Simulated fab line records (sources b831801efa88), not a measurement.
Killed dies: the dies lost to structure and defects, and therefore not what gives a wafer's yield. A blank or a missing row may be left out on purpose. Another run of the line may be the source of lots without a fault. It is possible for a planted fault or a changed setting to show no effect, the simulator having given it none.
fab line records | flow gf180mcu
record: lots: 24 wafers: 72 lastDay: 34
route steps=602 shown V1@359 V3@434 M4@460 MIM@508
lots that met no fault: taken from a fault-free run of the same line
startH: hours from the record's opening day to when the first of the lot's shown wafers began | waitH: hours from the lot's prior step to this one | " unchanged from the row above | L1.1+2: a single row standing in for several wafers | - value missing, or start not given | * or withheld: withheld | < > ~ a bound
route shown NAME@n: a module of which the file shows steps, and the number in the route of the first | usual: the fault-free wafers' mean and standard deviation | same: alike in all rows | chamber/n: place in a boat | sites: each site's reading | _std_site: standard deviation of those values | _edge_site: mean of outer sites minus mean of inner sites | radiusMm: how far each site lies from the wafer's centre | mask NAME#n: copy n | behind: tool/chamber where the wafer was last shaped | hold: the reason the lot was held/the length of the hold in hours/how it ended | device: names the non-switching transistor (n, p or np) | end of line: tests of these same wafers at the route's end | a step with no rows: only its recipe | killed: dies that structure and defects cost at the first sort, which is not the same as the wafer's yield | map: dies across one wafer; x = killed, . = not, _ = none there
set.NAME: setting as actually run; set.NAME@STEP: the setting as run at that earlier step | model.NAME: the simulator's own value behind a step, which no gauge read
the route's steps for a sample of lots (tables are steps, rows are wafers)
services: when a tool's chamber went out of use (startH, in hours from the record's first day, below 0 if earlier), for how many hours, and the reason
== steps ==
step: GF_V1_RS_MEAS_24
recipe: thkMeasGauge: four-point-probe reads: W_of_V1_CVD_23+TiN_of_V1_SPUTTER_22+Ti_of_V1_SPUTTER_21
usual: V1_W_RS: 0.329/0.0042
columns lot.wafer tool chamber startH waitH V1_W_RS[ohm/sq]
L074.4 filmMetro-04 - 405.25 0.1 0.323
L074.5 " - " " 0.330
L074.6 " - " " 0.325
L075.4 filmMetro-04 - 419.97 0.1 0.323
L075.5 " - " " 0.327
L075.6 " - " " 0.320
L076.2 filmMetro-04 - 430.73 0.1 0.331
L076.3 " - " " 0.331
L076.4 " - " " 0.328
L077.1 filmMetro-04 - 433.96 0.1 0.335
L077.2 " - " " 0.333
L077.6 " - " " 0.331
L078.1 filmMetro-04 - 450.62 0.1 0.332
L078.4 " - " " 0.328
L078.5 " - " " 0.330
L079.2 filmMetro-04 - 456.99 0.1 0.333
L079.4 " - " " 0.332
L079.6 " - " " 0.328
L080.1 filmMetro-02 - 460.72 0.1 0.329
L080.4 " - " " 0.324
L080.6 " - " " 0.332
L081.3 filmMetro-02 - 482.78 0.1 0.333
L081.5 " - " " 0.329
L081.6 " - " " 0.325
L082.2 filmMetro-01 - 484.32 0.1 0.331
L082.5 " - " " 0.334
L082.6 " - " " 0.327
L083.1 filmMetro-04 - 491.02 0.1 0.330
L083.3 " - " " 0.332
L083.4 " - " " 0.334
L084.1 filmMetro-04 - 504.61 0.1 0.328
L084.3 " - " " 0.332
L084.5 " - " " 0.333
L085.3 filmMetro-01 - 513.83 0.1 0.325
L085.5 " - " " 0.325
L085.6 " - " " 0.330
L086.1 filmMetro-04 - 522.25 0.1 0.332
L086.4 " - " " 0.337
L086.6 " - " " 0.330
L087.1 filmMetro-04 - 530.18 0.1 0.321
L087.2 " - " " 0.330
L087.4 " - " " 0.333
L088.2 filmMetro-01 - 541.49 0.1 0.334
L088.3 " - " " 0.324
L088.5 " - " " 0.324
L089.2 filmMetro-02 - 549.23 0.1 0.330
L089.3 " - " " 0.331
L089.4 " - " " 0.337
L090.2 filmMetro-04 - 553.17 0.1 0.320
L090.5 " - " " 0.325
L090.6 " - " " 0.320
L091.2 filmMetro-02 - 562.59 0.1 0.333
L091.4 " - " " 0.329
L091.5 " - " " 0.328
L092.4 filmMetro-01 - 569.87 0.1 0.323
L092.5 " - " " 0.327
L092.6 " - " " 0.325
L093.3 filmMetro-04 - 575.65 0.1 0.326
L093.5 " - " " 0.328
L093.6 " - " " 0.337
L094.1 filmMetro-04 - 581.26 0.1 0.326
L094.2 " - " " 0.332
L094.6 " - " " 0.332
L095.1 filmMetro-02 - 591.31 0.1 0.323
L095.2 " - " " 0.327
L095.3 " - " " 0.325
L096.2 filmMetro-02 - 600.48 0.1 0.331
L096.3 " - " " 0.331
L096.4 " - " " 0.326
L097.1 filmMetro-04 - 606.92 0.1 0.329
L097.5 " - " " 0.331
L097.6 " - " " 0.335
step: GF_V3_BOW_MEAS_05
recipe: mode: bow
usual: V3_BOW: 115/8.8
columns lot.wafer tool chamber startH waitH V3_BOW[um]
L074.4 filmMetro-02 - 481.83 0.3 113
L074.5 " - " " 119
L074.6 " - " " 126
L075.4 filmMetro-01 - 497.62 0.2 112
L075.5 " - " " 115
L075.6 " - " " 121
L076.2 filmMetro-04 - 506.93 0.3 114
L076.3 " - " " 128
L076.4 " - " " 123
L077.1 filmMetro-02 - 511.35 0.2 123
L077.2 " - " " 126
L077.6 " - " " 130
L078.1 filmMetro-04 - 527.35 0.2 107
L078.4 " - " " 97
L078.5 " - " " 104
L079.2 filmMetro-02 - 534.38 0.3 112
L079.4 " - " " 98
L079.6 " - " " 97
L080.1 filmMetro-01 - 538.47 0.2 117
L080.4 " - " " 124
L080.6 " - " " 122
L081.3 filmMetro-01 - 559.57 0.2 112
L081.5 " - " " 104
L081.6 " - " " 127
L082.2 filmMetro-04 - 559.66 0.2 112
L082.5 " - " " 123
L082.6 " - " " 105
L083.1 filmMetro-01 - 564.48 0.1 117
L083.3 " - " " 128
L083.4 " - " " 121
L084.1 filmMetro-04 - 580.45 0.2 109
L084.3 " - " " 106
L084.5 " - " " 103
L085.3 filmMetro-04 - 586.84 0.2 107
L085.5 " - " " 111
L085.6 " - " " 117
L086.1 filmMetro-02 - 594.30 0.1 116
L086.4 " - " " 106
L086.6 " - " " 115
L087.1 filmMetro-02 - 601.41 0.1 106
L087.2 " - " " 112
L087.4 " - " " 105
L088.2 filmMetro-02 - 611.46 0.1 110
L088.3 " - " " 110
L088.5 " - " " 105
L089.2 filmMetro-04 - 618.80 0.2 130
L089.3 " - " " 120
L089.4 " - " " 109
L090.2 filmMetro-02 - 622.28 0.3 124
L090.5 " - " " 131
L090.6 " - " " 116
L091.2 filmMetro-04 - 631.09 0.1 125
L091.4 " - " " 110
L091.5 " - " " 129
L092.4 filmMetro-02 - 636.61 0.2 112
L092.5 " - " " 119
L092.6 " - " " 118
L093.3 filmMetro-02 - 642.23 0.2 131
L093.5 " - " " 132
L093.6 " - " " 127
L094.1 filmMetro-04 - 647.71 0.2 122
L094.2 " - " " 130
L094.6 " - " " 129
L095.1 filmMetro-02 - 657.11 0.2 111
L095.2 " - " " 109
L095.3 " - " " 116
L096.2 filmMetro-04 - 665.57 0.1 101
L096.3 " - " " 100
L096.4 " - " " 114
L097.1 filmMetro-01 - 671.39 0.2 111
L097.5 " - " " 120
L097.6 " - " " 104
step: GF_V3_RS_MEAS_24
recipe: thkMeasGauge: four-point-probe reads: W_of_V3_CVD_23+TiN_of_V3_SPUTTER_22+Ti_of_V3_SPUTTER_21
usual: V3_W_RS: 0.326/0.0038
columns lot.wafer tool chamber startH waitH V3_W_RS[ohm/sq]
L074.4 filmMetro-02 - 506.86 0.1 0.328
L074.5 " - " " 0.322
L074.6 " - " " 0.329
L075.4 filmMetro-02 - 522.52 0.1 0.326
L075.5 " - " " 0.327
L075.6 " - " " 0.329
L076.2 filmMetro-01 - 531.99 0.1 0.332
L076.3 " - " " 0.333
L076.4 " - " " 0.331
L077.1 filmMetro-04 - 536.41 0.1 0.327
L077.2 " - " " 0.330
L077.6 " - " " 0.327
L078.1 filmMetro-01 - 552.18 0.1 0.319
L078.4 " - " " 0.325
L078.5 " - " " 0.324
L079.2 filmMetro-01 - 558.40 0.1 0.321
L079.4 " - " " 0.331
L079.6 " - " " 0.329
L080.1 filmMetro-02 - 562.76 0.1 0.325
L080.4 " - " " 0.325
L080.6 " - " " 0.324
L081.3 filmMetro-01 - 582.64 0.1 0.318
L081.5 " - " " 0.329
L081.6 " - " " 0.318
L082.2 filmMetro-04 - 583.31 0.1 0.323
L082.5 " - " " 0.323
L082.6 " - " " 0.323
L083.1 filmMetro-02 - 587.56 0.1 0.323
L083.3 " - " " 0.324
L083.4 " - " " 0.330
L084.1 filmMetro-04 - 602.26 0.1 0.330
L084.3 " - " " 0.326
L084.5 " - " " 0.328
L085.3 filmMetro-02 - 609.11 0.1 0.319
L085.5 " - " " 0.320
L085.6 " - " " 0.320
L086.1 filmMetro-04 - 616.21 0.1 0.323
L086.4 " - " " 0.323
L086.6 " - " " 0.326
L087.1 filmMetro-01 - 622.76 0.1 0.328
L087.2 " - " " 0.322
L087.4 " - " " 0.324
L088.2 filmMetro-04 - 632.52 0.1 0.324
L088.3 " - " " 0.327
L088.5 " - " " 0.327
L089.2 filmMetro-04 - 639.51 0.1 0.322
L089.3 " - " " 0.330
L089.4 " - " " 0.326
L090.2 filmMetro-04 - 643.38 0.1 0.328
L090.5 " - " " 0.328
L090.6 " - " " 0.326
L091.2 filmMetro-04 - 652.24 0.1 0.330
L091.4 " - " " 0.319
L091.5 " - " " 0.326
L092.4 filmMetro-01 - 657.19 0.1 0.326
L092.5 " - " " 0.327
L092.6 " - " " 0.321
L093.3 filmMetro-01 - 663.52 0.1 0.339
L093.5 " - " " 0.328
L093.6 " - " " 0.332
L094.1 filmMetro-04 - 668.81 0.1 0.323
L094.2 " - " " 0.327
L094.6 " - " " 0.326
L095.1 filmMetro-01 - 677.41 0.1 0.327
L095.2 " - " " 0.328
L095.3 " - " " 0.330
L096.2 filmMetro-04 - 685.91 0.1 0.328
L096.3 " - " " 0.323
L096.4 " - " " 0.331
L097.1 filmMetro-01 - 691.33 0.1 0.334
L097.5 " - " " 0.329
L097.6 " - " " 0.330
step: GF_M4_SPUTTER_04
recipe: material: TiN targetThkNm: 50 powerW: 6500 timeS: 43.13 chamberPressurePa: 0.4
usual: throttleValvePct: 29.6/1
columns lot.wafer tool chamber startH waitH throttleValvePct
L074.4 pvdSputter-01 - 507.47 0.0 29.6
L074.5 " - " " 29.5
L074.6 " - " " 29.9
L075.4 pvdSputter-01 - 523.12 0.0 28.8
L075.5 " - " " 29.4
L075.6 " - " " 28.3
L076.2 pvdSputter-01 - 532.63 0.0 29.9
L076.3 " - " " 29.8
L076.4 " - " " 28.3
L077.1 pvdSputter-04 - 537.07 0.0 29.4
L077.2 " - " " 31.7
L077.6 " - " " 29.6
L078.1 pvdSputter-02 - 552.84 0.0 29.5
L078.4 " - " " 31.3
L078.5 " - " " 29.4
L079.2 pvdSputter-02 - 559.04 0.0 31.4
L079.4 " - " " 29.6
L079.6 " - " " 29.6
L080.1 pvdSputter-01 - 563.42 0.0 28.4
L080.4 " - " " 28.4
L080.6 " - " " 30.0
L081.3 pvdSputter-04 - 583.26 0.0 31.8
L081.5 " - " " 31.9
L081.6 " - " " 28.9
L082.2 pvdSputter-02 - 583.95 0.0 29.6
L082.5 " - " " 29.7
L082.6 " - " " 29.4
L083.1 pvdSputter-01 - 588.22 0.0 28.7
L083.3 " - " " 30.1
L083.4 " - " " 28.1
L084.1 pvdSputter-02 - 602.92 0.0 29.9
L084.3 " - " " 30.9
L084.5 " - " " 29.8
L085.3 pvdSputter-02 - 609.73 0.0 31.2
L085.5 " - " " 29.3
L085.6 " - " " 29.6
L086.1 pvdSputter-01 - 616.87 0.0 28.5
L086.4 " - " " 30.1
L086.6 " - " " 28.2
L087.1 pvdSputter-04 - 623.42 0.0 31.6
L087.2 " - " " 29.5
L087.4 " - " " 28.8
L088.2 pvdSputter-02 - 633.27 0.0 30.0
L088.3 " - " " 29.4
L088.5 " - " " 30.1
L089.2 pvdSputter-02 - 640.16 0.0 29.9
L089.3 " - " " 29.5
L089.4 " - " " 29.6
L090.2 pvdSputter-04 - 644.02 0.0 28.5
L090.5 " - " " 29.4
L090.6 " - " " 31.8
L091.2 pvdSputter-01 - 652.88 0.0 28.6
L091.4 " - " " 29.5
L091.5 " - " " 28.3
L092.4 pvdSputter-01 - 657.79 0.0 29.9
L092.5 " - " " 28.4
L092.6 " - " " 28.7
L093.3 pvdSputter-04 - 664.14 0.0 29.4
L093.5 " - " " 29.0
L093.6 " - " " 29.5
L094.1 pvdSputter-04 - 669.47 0.0 29.3
L094.2 " - " " 32.1
L094.6 " - " " 28.9
L095.1 pvdSputter-01 - 678.07 0.0 28.5
L095.2 " - " " 29.8
L095.3 " - " " 28.2
L096.2 pvdSputter-02 - 686.56 0.0 30.0
L096.3 " - " " 29.8
L096.4 " - " " 29.5
L097.1 pvdSputter-04 - 691.99 0.0 31.5
L097.5 " - " " 29.6
L097.6 " - " " 31.8
step: GF_M4_METAL_ETCH_16
recipe: chemistry: Cl2/BCl3 maskMaterial: KrF targetDepthNm: 627.5 stopOn: SiO2 pressureMtorr: 8 icpW: 800 biasW: 140 Cl2_flow_sccm: 80 bcl3FlowSccm: 40 timeS: 104.6
usual: chamberPressureMTorr: 8.000/0.0073 drypumpMotorCurrentA: 5.8/0.61 mfcCl2Sccm: 80.01/0.21 oesProductAu: 0.973/0.0062 throttleValvePct: 28.249/0.011
columns lot.wafer tool chamber startH waitH chamberPressureMTorr drypumpMotorCurrentA mfcCl2Sccm oesProductAu rfHoursCounterH throttleValvePct
L074.4 rieMetal-03 1 531.88 0.0 8.017 5.4 80.29 0.972 - 28.266
L074.5 " 0 " " 8.017 6.7 80.17 0.979 - 28.236
L074.6 " 1 " " 7.992 5.4 79.85 0.968 - 28.264
L075.4 rieMetal-03 1 546.63 0.0 7.985 5.4 79.66 0.967 - 28.258
L075.5 " 0 " " 7.992 6.7 80.31 0.986 - 28.222
L075.6 " 1 " " 8.008 5.4 79.64 0.974 - 28.250
L076.2 rieMetal-03 1 556.14 0.0 8.007 5.4 79.82 0.973 3.2 28.242
L076.3 " 0 " " 7.997 6.7 80.13 0.963 - 28.263
L076.4 " 1 " " 7.994 5.4 80.35 0.968 - 28.247
L077.1 rieMetal-03 0 560.51 0.0 7.991 6.6 80.08 0.975 1.7 28.241
L077.2 " 1 " " 7.999 5.4 80.15 0.981 3.3 28.252
L077.6 " 1 " " 7.996 5.4 80.44 0.983 - 28.232
L078.1 rieMetal-02 1 574.39 0.0 8.008 5.4 80.28 0.971 0.3 28.235
L078.4 " 0 " " 8.001 6.1 79.96 0.966 - 28.252
L078.5 " 0 " " 8.004 6.1 79.91 0.975 - 28.230
L079.2 rieMetal-04 1 581.39 0.0 8.017 5.0 80.22 0.976 12.2 28.247
L079.4 " 1 " " 7.987 5.0 79.93 0.982 - 28.254
L079.6 " 1 " " 7.996 5.0 79.97 0.981 - 28.237
L080.1 rieMetal-03 0 585.37 0.0 7.992 6.7 80.20 0.972 2.5 28.258
L080.4 " 1 " " 8.001 5.4 79.80 0.969 - 28.260
L080.6 " 0 " " 7.990 6.6 80.30 0.979 - 28.249
L081.3 rieMetal-03 0 604.22 0.1 7.990 6.7 80.13 0.962 - 28.242
L081.5 " 0 " " 8.010 6.7 79.94 0.965 - 28.262
L081.6 " 1 " " 7.998 5.4 80.04 0.968 - 28.278
L082.2 rieMetal-02 0 605.49 0.0 8.002 6.1 79.74 0.969 4.1 28.256
L082.5 " 1 " " 7.998 5.4 80.07 0.982 - 28.249
L082.6 " 0 " " 8.004 6.1 79.86 0.970 - 28.237
L083.1 rieMetal-02 1 609.11 0.0 8.004 5.4 79.75 0.973 1.6 28.252
L083.3 " 0 " " 7.999 6.1 80.03 0.978 - 28.255
L083.4 " 1 " " 7.987 5.4 79.62 0.975 - 28.251
L084.1 rieMetal-03 0 623.68 0.0 7.995 6.6 79.81 0.979 3.4 28.233
L084.3 " 1 " " 8.006 5.4 79.84 0.974 - 28.248
L084.5 " 1 " " 7.989 5.4 79.94 0.981 - 28.237
L085.3 rieMetal-02 1 630.68 0.1 8.002 5.4 80.06 0.981 - 28.255
L085.5 " 0 " " 7.988 6.1 80.09 0.978 - 28.254
L085.6 " 1 " " 8.007 5.4 79.95 0.981 - 28.253
L086.1 rieMetal-03 1 637.04 0.0 7.998 5.4 80.00 0.966 5.5 28.268
L086.4 " 0 " " 7.994 6.7 79.89 0.969 - 28.249
L086.6 " 0 " " 7.989 6.7 80.04 0.970 - 28.259
L087.1 rieMetal-02 1 643.71 0.0 7.997 5.4 79.65 0.986 2.7 28.258
L087.2 " 0 " " 8.006 6.1 79.76 0.981 5.2 28.238
L087.4 " 0 " " 8.000 6.1 79.68 0.973 - 28.236
L088.2 rieMetal-04 0 653.71 0.0 8.009 5.4 80.10 0.980 2.6 28.252
L088.3 " 0 " " 8.011 5.4 79.73 0.979 - 28.252
L088.5 " 0 " " 8.004 5.4 80.01 0.979 - 28.243
L089.2 rieMetal-04 0 660.03 0.0 8.011 5.4 79.80 0.985 2.8 28.258
L089.3 " 1 " " 8.010 5.0 80.28 0.974 - 28.224
L089.4 " 0 " " 7.999 5.3 79.92 0.979 - 28.248
L090.2 rieMetal-03 1 664.09 0.0 7.994 5.4 79.96 0.967 6.3 28.256
L090.5 " 1 " " 8.017 5.4 79.79 0.970 - 28.242
L090.6 " 0 " " 8.002 6.6 80.28 0.971 - 28.241
L091.2 rieMetal-03 0 673.28 0.0 7.999 6.7 80.35 0.966 5.0 28.255
L091.4 " 0 " " 8.005 6.7 80.23 0.965 - 28.249
L091.5 " 1 " " 7.981 5.4 80.58 0.956 - 28.260
L092.4 rieMetal-03 0 677.27 0.0 8.011 6.7 80.08 0.969 - 28.267
L092.5 " 0 " " 8.002 6.7 79.98 0.959 - 28.259
L092.6 " 1 " " 7.982 5.4 80.23 0.972 - 28.245
L093.3 rieMetal-02 0 683.62 0.1 7.996 6.1 80.10 0.957 - 28.246
L093.5 " 0 " " 8.000 6.1 79.73 0.971 - 28.261
L093.6 " 1 " " 7.991 5.4 80.06 0.971 - 28.261
L094.1 rieMetal-03 0 688.86 0.0 8.005 6.7 79.76 0.981 5.5 28.240
L094.2 " 1 " " 7.991 5.4 80.03 0.966 7.2 28.253
L094.6 " 1 " " 7.992 5.4 80.42 0.977 - 28.248
L095.1 rieMetal-04 0 697.53 0.0 8.004 5.4 80.39 0.969 4.2 28.247
L095.2 " 1 " " 8.003 5.0 79.81 0.971 2.7 28.261
L095.3 " 1 " " 8.001 5.0 80.01 0.974 - 28.242
L096.2 rieMetal-04 1 704.96 0.0 7.993 5.0 79.75 0.975 3.0 28.252
L096.3 " 1 " " 8.002 5.0 80.06 0.972 - 28.242
L096.4 " 0 " " 8.000 5.4 79.98 0.977 - 28.245
L097.1 rieMetal-03 1 710.58 0.0 7.999 5.4 79.86 0.979 7.9 28.246
L097.5 " 1 " " 8.003 5.4 79.90 0.975 - 28.247
L097.6 " 0 " " 8.004 6.7 80.09 0.974 - 28.222
step: GF_MIM_CVD_05
recipe: material: Si3N4 targetThkNm: 42 tempMaxC: 400 tempC: 385 timeS: 29.086 rfW: 450
usual: heaterPowerW: 656/73
columns lot.wafer tool chamber startH waitH heaterPowerW
L074.4 pecvd-03 2 558.73 0.0 601
L074.5 " 1 " " 521
L074.6 " 0 " " 528
L075.4 pecvd-02 0 571.99 0.0 640
L075.5 " 1 " " 675
L075.6 " 2 " " 707
L076.2 pecvd-03 1 581.80 0.0 496
L076.3 " 0 " " 561
L076.4 " 2 " " 600
L077.1 pecvd-02 1 585.96 0.0 775
L077.2 " 0 " " 619
L077.6 " 1 " " 747
L078.1 pecvd-02 2 598.56 0.0 758
L078.4 " 0 " " 626
L078.5 " 2 " " 752
L079.2 pecvd-02 2 605.20 0.0 762
L079.4 " 0 " " 645
L079.6 " 1 " " 657
L080.1 pecvd-02 2 609.27 0.0 681
L080.4 " 1 " " 623
L080.6 " 2 " " 689
L081.3 pecvd-02 0 627.62 0.0 631
L081.5 " 2 " " 716
L081.6 " 1 " " 684
L082.2 pecvd-03 1 628.57 0.0 493
L082.5 " 0 " " 606
L082.6 " 1 " " 488
L083.1 pecvd-02 0 632.41 0.0 597
L083.3 " 2 " " 651
L083.4 " 0 " " 599
L084.1 pecvd-01 0 646.95 0.0 635
L084.3 " 1 " " 657
L084.5 " 1 " " 660
L085.3 pecvd-02 1 653.57 0.0 667
L085.5 " 0 " " 645
L085.6 " 2 " " 773
L086.1 pecvd-01 2 659.77 0.0 710
L086.4 " 2 " " 695
L086.6 " 1 " " 692
L087.1 pecvd-02 0 666.79 0.0 667
L087.2 " 2 " " 790
L087.4 " 0 " " 662
L088.2 pecvd-02 2 676.14 0.0 779
L088.3 " 0 " " 694
L088.5 " 2 " " 778
L089.2 pecvd-03 2 682.07 0.0 596
L089.3 " 0 " " 492
L089.4 " 0 " " 505
L090.2 pecvd-02 0 686.12 0.0 694
L090.5 " 1 " " 729
L090.6 " 2 " " 793
L091.2 pecvd-02 2 695.11 0.0 771
L091.4 " 0 " " 681
L091.5 " 2 " " 767
L092.4 pecvd-01 2 699.29 0.0 706
L092.5 " 1 " " 676
L092.6 " 0 " " 629
L093.3 pecvd-01 0 704.21 0.0 623
L093.5 " 1 " " 564
L093.6 " 2 " " 666
L094.1 pecvd-03 0 710.45 0.0 625
L094.2 " 1 " " 528
L094.6 " 2 " " 611
L095.1 pecvd-01 2 718.85 0.0 706
L095.2 " 0 " " 612
L095.3 " 1 " " 646
L096.2 pecvd-01 1 725.75 0.0 665
L096.3 " 2 " " 616
L096.4 " 1 " " 674
L097.1 pecvd-02 2 731.77 0.0 712
L097.5 " 0 " " 710
L097.6 " 2 " " 701
== services ==
columns tool chamber startH hours kind
pvdSputter-01 - 486.16 3.1 repair
rieMetal-03 0 489.43 - clean
rieMetal-03 0 489.43 19.0 scheduledDown
rieMetal-03 0 489.43 19.0 ventCycle
pecvd-03 1 491.16 4.6 repair
rieMetal-03 1 536.29 6.4 repair
pecvd-03 2 542.28 11.2 repair
pecvd-03 1 550.34 4.6 repair
pecvd-01 2 568.83 16.0 repair
pecvd-03 0 575.08 4.2 repair
pvdSputter-01 3 578.92 - consumableReplace:kit
rieMetal-04 - 594.73 15.6 pm
pecvd-02 - 595.66 2.8 pm
pecvd-03 2 621.91 4.0 repair
pvdSputter-02 - 623.42 0.7 repair
pecvd-01 - 641.93 1.0 repair
pecvd-02 - 643.73 4.3 pm
pvdSputter-02 - 654.66 1.7 repair
rieMetal-03 - 664.63 1.0 repair
rieMetal-02 - 670.71 0.3 repair
rieMetal-03 - 685.23 0.1 repair
rieMetal-02 - 713.89 2.8 pm
pvdSputter-02 - 723.93 13.8 repair
pecvd-01 - 726.29 1.6 repair
== key ==
fault none
